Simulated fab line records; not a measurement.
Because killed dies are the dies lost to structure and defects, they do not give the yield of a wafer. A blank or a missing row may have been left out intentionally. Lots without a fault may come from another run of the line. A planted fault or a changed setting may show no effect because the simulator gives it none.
fab line records + flow sky130
[record]
- lots = 11
- wafers = 33
- last_day = 50
route steps=708 shown NWELL@67 VT_ADJUST_PCH@153 SONOS_ONO@168 POLY_CUT@319
lots with no fault: from the same line, run without faults
start_h: the number of hours between the record's first day and the start of the first shown wafer of the lot + wait_h: hours from the lot's prior step to this one + " the same as in the row above + L1.1+2: several wafers, shown together as one row + - no value, or no start given + * or withheld: withheld + < > ~ a bound
route shown NAME@n: names a module that has steps shown in the file, with the first one's number in the route + usual: average and standard deviation across the fault-free wafers + same: alike in all rows + chamber/n: place in a boat + sites: each site's reading + _std_site: the standard deviation of these + _edge_site: inner sites' mean taken away from outer sites' mean + radius_mm: how far each site lies from the wafer's centre + mask NAME#n: copy n + behind: the tool/chamber that last shaped the wafer + hold: why the lot went on hold/how many hours it stayed there/how the hold came to an end + device: whichever transistor did not switch (one of n, p or np) + end of line: the same wafers' tests at the end of the route + for a step that has no rows: nothing shown but its recipe + killed: not the wafer's yield, but the dies lost to structure and defects at the first sort + map: a wafer's dies, marking killed ones x, the rest . and places with no die _
set.NAME: the setting that was run; set.NAME@STEP: the one run at that earlier step + model.NAME: the simulator's own value behind a step, which no gauge read
one table for each step of the route and one row for each wafer, over a sample of lots
services: the hour from which a tool's chamber was out of use, counted from the record's first day as start_h (under 0 if before that day), plus the number of hours and why
[[steps]]
[step SKY_NWELL_STRIP_14]
[recipe]
- chemistry = O2/N2
- power_w = 1400
- pressure_mtorr = 1500
- platen_temp_c = withheld
- o2_flow_sccm = 3000
- n2_flow_sccm = 300
- overash_fraction = 0.5
[usual]
- chamber_pressure_mTorr = 1499.9/1.3
- drypump_motor_current_A = 5.9/0.37
- n2_flow_sccm = 300.1/0.81
- oes_product_au = 0.722/0.0041
- strip_time_to_endpoint_s = 36.88/0.092
| lot.wafer | tool            | chamber | start_h | wait_h | chamber_pressure_mTorr | drypump_motor_current_A | n2_flow_sccm | oes_product_au | rf_hours_counter_h | strip_time_to_endpoint_s |
|-----------|-----------------|---------|---------|--------|------------------------|-------------------------|--------------|----------------|--------------------|--------------------------|
| L531.1    | plasma_asher-01 | 0       | 93.70   | 0.1    | 1500.8                 | 6.3                     | 300.2        | 0.720          | 40                 | 36.90                    |
| L531.5    | "               | 0       | "       | "      | 1500.9                 | 6.3                     | 300.8        | 0.716          | -                  | 36.68                    |
| L531.6    | "               | 1       | "       | "      | 1499.4                 | 6.1                     | 300.5        | 0.721          | -                  | 36.73                    |
| L533.1    | plasma_asher-01 | 1       | 110.11  | 0.1    | 1502.0                 | 6.1                     | 300.0        | 0.724          | 42                 | 36.85                    |
| L533.2    | "               | 0       | "       | "      | 1500.2                 | 6.3                     | 299.8        | 0.722          | 42                 | 36.88                    |
| L533.6    | "               | 1       | "       | "      | 1500.0                 | 6.1                     | 300.1        | 0.723          | -                  | 36.97                    |
| L536.1    | plasma_asher-03 | 0       | 122.12  | 0.1    | 1498.8                 | 6.2                     | 299.0        | 0.729          | 0                  | 36.95                    |
| L536.5    | "               | 0       | "       | "      | 1499.4                 | 6.2                     | 299.9        | 0.725          | -                  | 36.92                    |
| L536.6    | "               | 1       | "       | "      | 1498.0                 | 5.4                     | 298.6        | 0.720          | -                  | 36.99                    |
| L535.2    | plasma_asher-01 | 1       | 123.46  | 0.1    | 1500.0                 | 6.1                     | 300.9        | 0.724          | 44                 | 36.92                    |
| L535.4    | "               | 1       | "       | "      | 1499.8                 | 6.1                     | 301.5        | 0.723          | -                  | 36.90                    |
| L535.5    | "               | 0       | "       | "      | 1496.9                 | 6.3                     | 300.5        | 0.727          | -                  | 36.87                    |
| L540.2    | plasma_asher-03 | 0       | 141.82  | 0.1    | 1501.2                 | 6.2                     | 300.5        | 0.725          | 2                  | 36.92                    |
| L540.4    | "               | 1       | "       | "      | 1500.4                 | 5.3                     | 300.2        | 0.716          | -                  | 36.84                    |
| L540.6    | "               | 0       | "       | "      | 1499.6                 | 6.2                     | 300.5        | 0.711          | -                  | 36.94                    |
| L541.1    | plasma_asher-01 | 1       | 142.82  | 0.1    | 1500.3                 | 6.1                     | 301.9        | 0.725          | 45                 | 36.87                    |
| L541.5    | "               | 0       | "       | "      | 1501.6                 | 6.3                     | 301.5        | 0.725          | -                  | 36.87                    |
| L541.6    | "               | 1       | "       | "      | 1498.8                 | 6.1                     | 301.3        | 0.719          | -                  | 36.90                    |
| L542.2    | plasma_asher-04 | 1       | 150.70  | 0.1    | 1500.4                 | 5.8                     | 299.7        | 0.724          | 45                 | 36.92                    |
| L542.4    | "               | 1       | "       | "      | 1499.6                 | 5.9                     | 299.2        | 0.727          | -                  | 36.79                    |
| L542.5    | "               | 0       | "       | "      | 1499.1                 | 5.4                     | 298.6        | 0.723          | -                  | 36.94                    |
| L547.1    | plasma_asher-03 | 1       | 183.32  | 0.1    | 1499.3                 | 5.4                     | 299.2        | 0.720          | 6                  | 36.98                    |
| L547.3    | "               | 0       | "       | "      | 1501.7                 | 6.2                     | 299.4        | 0.725          | -                  | 36.97                    |
| L547.6    | "               | 1       | "       | "      | 1499.5                 | 5.3                     | 298.4        | 0.723          | -                  | 36.89                    |
| L551.1    | plasma_asher-04 | 1       | 205.95  | 0.1    | 1497.8                 | 5.8                     | 302.0        | 0.725          | 50                 | 36.71                    |
| L551.4    | "               | 1       | "       | "      | 1499.8                 | 5.8                     | 300.3        | 0.723          | -                  | 36.80                    |
| L551.5    | "               | 1       | "       | "      | 1500.4                 | 5.8                     | 301.3        | 0.716          | -                  | 36.71                    |
| L552.1    | plasma_asher-01 | 0       | 208.57  | 0.1    | 1499.2                 | 6.3                     | 301.6        | 0.717          | 52                 | 36.76                    |
| L552.5    | "               | 1       | "       | "      | 1497.2                 | 6.1                     | 301.0        | 0.721          | -                  | 36.86                    |
| L552.6    | "               | 0       | "       | "      | 1499.2                 | 6.3                     | 299.6        | 0.720          | -                  | 36.84                    |
| L553.2    | plasma_asher-04 | 1       | 214.85  | 0.1    | 1500.5                 | 5.8                     | 298.6        | 0.724          | 52                 | 36.90                    |
| L553.4    | "               | 1       | "       | "      | 1498.2                 | 5.8                     | 300.2        | 0.720          | -                  | 36.97                    |
| L553.5    | "               | 1       | "       | "      | 1498.4                 | 5.8                     | 300.3        | 0.725          | -                  | 37.01                    |
[step SKY_VT_ADJUST_PCH_TW_MEAS_10]
[usual]
- VT_ADJUST_PCH_TW = 143.1/1.6
| lot.wafer | tool          | chamber | start_h | wait_h | VT_ADJUST_PCH_TW |
|-----------|---------------|---------|---------|--------|------------------|
| L531.1    | film_metro-03 | -       | 235.02  | 0.1    | 145.1            |
| L531.5    | "             | -       | "       | "      | 144.5            |
| L531.6    | "             | -       | "       | "      | 144.6            |
| L533.1    | film_metro-03 | -       | 257.82  | 0.1    | 144.6            |
| L533.2    | "             | -       | "       | "      | 144.2            |
| L533.6    | "             | -       | "       | "      | 144.4            |
| L536.1    | film_metro-04 | -       | 273.15  | 0.1    | 143.9            |
| L536.5    | "             | -       | "       | "      | 144.1            |
| L536.6    | "             | -       | "       | "      | 143.5            |
| L535.2    | film_metro-02 | -       | 277.81  | 0.1    | 140.9            |
| L535.4    | "             | -       | "       | "      | 141.3            |
| L535.5    | "             | -       | "       | "      | 140.5            |
| L540.2    | film_metro-03 | -       | 300.86  | 0.1    | 143.9            |
| L540.4    | "             | -       | "       | "      | 144.3            |
| L540.6    | "             | -       | "       | "      | 144.5            |
| L541.1    | film_metro-03 | -       | 302.75  | 0.1    | 144.0            |
| L541.5    | "             | -       | "       | "      | 144.1            |
| L541.6    | "             | -       | "       | "      | 144.0            |
| L542.2    | film_metro-02 | -       | 313.91  | 0.1    | 141.4            |
| L542.4    | "             | -       | "       | "      | 141.8            |
| L542.5    | "             | -       | "       | "      | 141.5            |
| L547.1    | film_metro-03 | -       | 357.02  | 0.1    | 144.2            |
| L547.3    | "             | -       | "       | "      | 144.4            |
| L547.6    | "             | -       | "       | "      | 144.2            |
| L551.1    | film_metro-03 | -       | 386.22  | 0.1    | 144.0            |
| L551.4    | "             | -       | "       | "      | 143.9            |
| L551.5    | "             | -       | "       | "      | 143.8            |
| L552.1    | film_metro-04 | -       | 389.02  | 0.1    | 143.8            |
| L552.5    | "             | -       | "       | "      | 145.0            |
| L552.6    | "             | -       | "       | "      | 144.2            |
| L553.2    | film_metro-03 | -       | 397.53  | 0.1    | 145.1            |
| L553.4    | "             | -       | "       | "      | 144.1            |
| L553.5    | "             | -       | "       | "      | 144.8            |
[step SKY_SONOS_ONO_OXIDATION_00]
[recipe]
- temp_c = 800
- ambient = O2
- idle_temp_c = 700
- ramp_up_c_per_min = 10
- ramp_down_c_per_min = 3
- stabilise_s = 600
- purge_s = 300
- target_thk_a = 26
- ox_time_s = 1249
[usual]
- tube_center_temp_C = 800/0.071
[same]
- purge_s = 300
| lot.wafer | tool       | chamber | start_h | wait_h | tube_center_temp_C |
|-----------|------------|---------|---------|--------|--------------------|
| L531.1    | furnace-01 | 0       | 259.51  | 1.0    | 800.05             |
| L531.5    | "          | 0       | "       | "      | 800.02             |
| L531.6    | "          | 0       | "       | "      | 800.01             |
| L533.1    | furnace-01 | 0       | 284.05  | 0.5    | 800.13             |
| L533.2    | "          | 0       | "       | "      | 799.95             |
| L533.6    | "          | 0       | "       | "      | 800.01             |
| L536.1    | furnace-01 | 0       | 298.51  | 0.0    | 799.88             |
| L536.5    | "          | 0       | "       | "      | 799.82             |
| L536.6    | "          | 0       | "       | "      | 800                |
| L535.2    | furnace-01 | 0       | 305.45  | 0.8    | 799.99             |
| L535.4    | "          | 0       | "       | "      | 800.12             |
| L535.5    | "          | 0       | "       | "      | 800.02             |
| L540.2    | furnace-02 | 0       | 328.60  | 0.3    | 799.96             |
| L540.4    | "          | 0       | "       | "      | 799.92             |
| L540.6    | "          | 0       | "       | "      | 800.06             |
| L541.1    | furnace-01 | 0       | 332.47  | 1.9    | 799.83             |
| L541.5    | "          | 0       | "       | "      | 800.15             |
| L541.6    | "          | 0       | "       | "      | 799.96             |
| L541.1    | furnace-01 | 0       | 333.98  | 0.2    | 800.01             |
| L541.5    | "          | 0       | "       | "      | 799.98             |
| L541.6    | "          | 0       | "       | "      | 799.89             |
| L542.2    | furnace-01 | 0       | 344.57  | 2.4    | 799.88             |
| L542.4    | "          | 0       | "       | "      | 799.97             |
| L542.5    | "          | 0       | "       | "      | 799.97             |
| L542.2    | furnace-01 | 0       | 347.33  | 1.4    | 799.94             |
| L542.4    | "          | 0       | "       | "      | 799.99             |
| L542.5    | "          | 0       | "       | "      | 800                |
| L547.1    | furnace-02 | 0       | 389.50  | 3.0    | 800.03             |
| L547.3    | "          | 0       | "       | "      | 799.98             |
| L547.6    | "          | 0       | "       | "      | 800.06             |
| L551.1    | furnace-02 | 0       | 415.68  | 0.0    | 799.99             |
| L551.4    | "          | 0       | "       | "      | 799.97             |
| L551.5    | "          | 0       | "       | "      | 800                |
| L552.1    | furnace-01 | 0       | 420.36  | 0.8    | 800.06             |
| L552.5    | "          | 0       | "       | "      | 800.02             |
| L552.6    | "          | 0       | "       | "      | 800.08             |
| L553.2    | furnace-02 | 0       | 427.43  | 0.0    | 799.93             |
| L553.4    | "          | 0       | "       | "      | 799.99             |
| L553.5    | "          | 0       | "       | "      | 799.94             |
[step SKY_SONOS_ONO_THK_MEAS_01]
[recipe]
- reads = SiO2_of_SONOS_ONO_OXIDATION_00
[usual]
- SONOS_ONO_OXIDATION_THK = 2.59/0.054
| lot.wafer | tool          | chamber | start_h | wait_h | SONOS_ONO_OXIDATION_THK[nm] |
|-----------|---------------|---------|---------|--------|-----------------------------|
| L531.1    | film_metro-01 | -       | 260.85  | 0.0    | 2.53                        |
| L531.5    | "             | -       | "       | "      | 2.55                        |
| L531.6    | "             | -       | "       | "      | 2.51                        |
| L533.1    | film_metro-03 | -       | 285.40  | 0.0    | 2.59                        |
| L533.2    | "             | -       | "       | "      | 2.61                        |
| L533.6    | "             | -       | "       | "      | 2.55                        |
| L536.1    | film_metro-01 | -       | 299.86  | 0.0    | 2.53                        |
| L536.5    | "             | -       | "       | "      | 2.63                        |
| L536.6    | "             | -       | "       | "      | 2.58                        |
| L535.2    | film_metro-03 | -       | 306.81  | 0.0    | 2.61                        |
| L535.4    | "             | -       | "       | "      | 2.62                        |
| L535.5    | "             | -       | "       | "      | 2.56                        |
| L540.2    | film_metro-02 | -       | 329.96  | 0.0    | 2.60                        |
| L540.4    | "             | -       | "       | "      | 2.60                        |
| L540.6    | "             | -       | "       | "      | 2.57                        |
| L541.1    | film_metro-03 | -       | 335.33  | 0.0    | 4.35                        |
| L541.5    | "             | -       | "       | "      | 4.29                        |
| L541.6    | "             | -       | "       | "      | 4.43                        |
| L542.2    | film_metro-03 | -       | 348.68  | 0.0    | 4.33                        |
| L542.4    | "             | -       | "       | "      | 4.33                        |
| L542.5    | "             | -       | "       | "      | 4.31                        |
| L547.1    | film_metro-01 | -       | 390.84  | 0.0    | 2.64                        |
| L547.3    | "             | -       | "       | "      | 2.52                        |
| L547.6    | "             | -       | "       | "      | 2.56                        |
| L551.1    | film_metro-02 | -       | 417.03  | 0.0    | 2.55                        |
| L551.4    | "             | -       | "       | "      | 2.61                        |
| L551.5    | "             | -       | "       | "      | 2.64                        |
| L552.1    | film_metro-01 | -       | 421.70  | 0.0    | 2.64                        |
| L552.5    | "             | -       | "       | "      | 2.69                        |
| L552.6    | "             | -       | "       | "      | 2.71                        |
| L553.2    | film_metro-03 | -       | 428.79  | 0.0    | 2.53                        |
| L553.4    | "             | -       | "       | "      | 2.64                        |
| L553.5    | "             | -       | "       | "      | 2.54                        |
[step SKY_POLY_CUT_STRIP_12]
[recipe]
- chemistry = O2/N2
- power_w = 1400
- pressure_mtorr = 1500
- platen_temp_c = withheld
- o2_flow_sccm = 3000
- n2_flow_sccm = 300
- overash_fraction = 0.5
[usual]
- chamber_pressure_mTorr = 1500.1/1.5
- drypump_motor_current_A = 5.4/0.44
- n2_flow_sccm = 300.0/0.88
- oes_product_au = 0.453/0.0043
- strip_time_to_endpoint_s = 5.362/0.019
| lot.wafer | tool            | chamber | start_h | wait_h | chamber_pressure_mTorr | drypump_motor_current_A | n2_flow_sccm | oes_product_au | rf_hours_counter_h | strip_time_to_endpoint_s |
|-----------|-----------------|---------|---------|--------|------------------------|-------------------------|--------------|----------------|--------------------|--------------------------|
| L531.1    | plasma_asher-02 | 0       | 572.06  | 0.0    | 1499.6                 | 5.5                     | 300.3        | 0.456          | 72                 | 5.337                    |
| L531.5    | "               | 1       | "       | "      | 1499.3                 | 4.7                     | 298.3        | 0.451          | -                  | 5.367                    |
| L531.6    | "               | 0       | "       | "      | 1500.0                 | 5.4                     | 299.9        | 0.452          | -                  | 5.339                    |
| L533.1    | plasma_asher-03 | 1       | 596.40  | 0.0    | 1499.6                 | 5.3                     | 300.3        | 0.457          | 49                 | 5.355                    |
| L533.2    | "               | 0       | "       | "      | 1498.7                 | 6.2                     | 299.5        | 0.451          | 49                 | 5.339                    |
| L533.6    | "               | 0       | "       | "      | 1497.4                 | 6.2                     | 301.9        | 0.450          | -                  | 5.348                    |
| L536.1    | plasma_asher-04 | 0       | 611.72  | 0.0    | 1500.8                 | 5.4                     | 299.4        | 0.457          | 18                 | 5.367                    |
| L536.5    | "               | 1       | "       | "      | 1500.2                 | 5.8                     | 299.7        | 0.456          | -                  | 5.363                    |
| L536.6    | "               | 0       | "       | "      | 1500.2                 | 5.4                     | 300.2        | 0.455          | -                  | 5.351                    |
| L535.2    | plasma_asher-04 | 0       | 620.56  | 0.0    | 1501.6                 | 5.4                     | 301.7        | 0.454          | 19                 | 5.339                    |
| L535.4    | "               | 0       | "       | "      | 1501.8                 | 5.4                     | 301.7        | 0.451          | -                  | 5.362                    |
| L535.5    | "               | 0       | "       | "      | 1500.8                 | 5.4                     | 300.2        | 0.449          | -                  | 5.345                    |
| L540.2    | plasma_asher-02 | 1       | 647.24  | 0.0    | 1500.2                 | 4.8                     | 298.1        | 0.455          | 80                 | 5.386                    |
| L540.4    | "               | 0       | "       | "      | 1500.7                 | 5.4                     | 299.5        | 0.453          | -                  | 5.347                    |
| L540.6    | "               | 1       | "       | "      | 1499.8                 | 4.8                     | 299.3        | 0.456          | -                  | 5.326                    |
| L541.1    | plasma_asher-02 | 1       | 653.86  | 0.0    | 1498.2                 | 4.8                     | 300.9        | 0.450          | 81                 | 5.364                    |
| L541.5    | "               | 1       | "       | "      | 1499.8                 | 4.8                     | 300.5        | 0.448          | -                  | 5.376                    |
| L541.6    | "               | 0       | "       | "      | 1500.0                 | 5.4                     | 301.1        | 0.450          | -                  | 5.369                    |
| L542.2    | plasma_asher-02 | 1       | 661.56  | 0.0    | 1498.2                 | 4.8                     | 299.2        | 0.451          | 82                 | 5.348                    |
| L542.4    | "               | 1       | "       | "      | 1503.1                 | 4.8                     | 300.1        | 0.454          | -                  | 5.358                    |
| L542.5    | "               | 1       | "       | "      | 1498.3                 | 4.7                     | 301.2        | 0.451          | -                  | 5.352                    |
| L547.1    | plasma_asher-03 | 1       | 702.91  | 0.0    | 1498.0                 | 5.3                     | 301.1        | 0.452          | 60                 | 5.385                    |
| L547.3    | "               | 0       | "       | "      | 1499.7                 | 6.2                     | 299.5        | 0.458          | -                  | 5.374                    |
| L547.6    | "               | 1       | "       | "      | 1500.1                 | 5.4                     | 300.6        | 0.454          | -                  | 5.361                    |
| L551.1    | plasma_asher-04 | 0       | 728.41  | 0.0    | 1499.9                 | 5.4                     | 299.7        | 0.451          | 30                 | 5.399                    |
| L551.4    | "               | 1       | "       | "      | 1497.1                 | 5.8                     | 299.4        | 0.460          | -                  | 5.392                    |
| L551.5    | "               | 1       | "       | "      | 1498.4                 | 5.8                     | 300.3        | 0.455          | -                  | 5.383                    |
| L552.1    | plasma_asher-04 | 1       | 730.81  | 0.0    | 1500.1                 | 5.8                     | 299.7        | 0.453          | 30                 | 5.341                    |
| L552.5    | "               | 0       | "       | "      | 1497.1                 | 5.5                     | 298.3        | 0.451          | -                  | 5.336                    |
| L552.6    | "               | 1       | "       | "      | 1499.1                 | 5.8                     | 299.2        | 0.453          | -                  | 5.329                    |
| L553.2    | plasma_asher-02 | 1       | 744.12  | 0.0    | 1501.1                 | 4.7                     | 299.5        | 0.457          | 90                 | 5.387                    |
| L553.4    | "               | 0       | "       | "      | 1501.8                 | 5.5                     | 300.5        | 0.451          | -                  | 5.363                    |
| L553.5    | "               | 1       | "       | "      | 1500.1                 | 4.8                     | 301.2        | 0.458          | -                  | 5.366                    |
[[services]]
| tool            | chamber | start_h | hours | kind   |
|-----------------|---------|---------|-------|--------|
| plasma_asher-03 | -       | 74.09   | 0.9   | repair |
| plasma_asher-04 | -       | 106.32  | 2.9   | repair |
| plasma_asher-03 | -       | 108.75  | 9.0   | pm     |
| plasma_asher-01 | -       | 156.59  | 2.8   | pm     |
| plasma_asher-04 | -       | 241.42  | 2.8   | pm     |
| plasma_asher-02 | -       | 250.92  | 2.8   | pm     |
| plasma_asher-04 | -       | 273.90  | 4.3   | repair |
| furnace-01      | -       | 286.57  | 3.6   | pm     |
| plasma_asher-01 | -       | 308.13  | 2.1   | repair |
| plasma_asher-02 | -       | 310.62  | 8.1   | repair |
| plasma_asher-01 | -       | 372.48  | 0.7   | repair |
| furnace-01      | -       | 373.07  | 9.7   | repair |
| furnace-01      | -       | 383.91  | 3.1   | pm     |
| plasma_asher-02 | -       | 410.71  | 7.8   | repair |
| plasma_asher-04 | -       | 421.25  | 9.0   | pm     |
| plasma_asher-02 | -       | 436.89  | 1.4   | repair |
| plasma_asher-02 | -       | 442.14  | 8.7   | repair |
| plasma_asher-04 | -       | 450.31  | 2.7   | repair |
| plasma_asher-02 | -       | 453.70  | 1.1   | repair |
| furnace-01      | -       | 454.11  | 2.9   | pm     |
| plasma_asher-01 | -       | 501.71  | 4.3   | pm     |
| furnace-01      | -       | 622.28  | 2.9   | pm     |
| furnace-01      | -       | 666.34  | 2.2   | pm     |
| furnace-01      | -       | 684.26  | 7.0   | pm     |
[[key]]
[first_sign]
- step = SKY_SONOS_ONO_OXIDATION_00
- reading = visit
- direction = added
[effect]
- step = SKY_SONOS_ONO_THK_MEAS_01
- reading = SONOS_ONO_OXIDATION_THK
- direction = up
- sigmas = 32
- usual = 2.59
- struck = 4.34
met_at SKY_SONOS_ONO_OXIDATION_00
struck_lots L541,L542
tester_left_out L541,L542
not_acting_at SKY_NWELL_STRIP_14,SKY_VT_ADJUST_PCH_TW_MEAS_10,SKY_POLY_CUT_STRIP_12
[fault]
- kind = repeated_step_whole
- tool = furnace-01,furnace-02
- chamber = -
- onset_h = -
- steps = SKY_SONOS_ONO_OXIDATION_00
- times = 1
- scope = struck_lots_only
// tester_left_out: of these lots the tester's yield and bins aren't shown, on N5 and GAA mostly nor the transistor test; their killed dies are dies lost to structure and defects alone, not to doping, threshold or leakage, so they don't give the yield
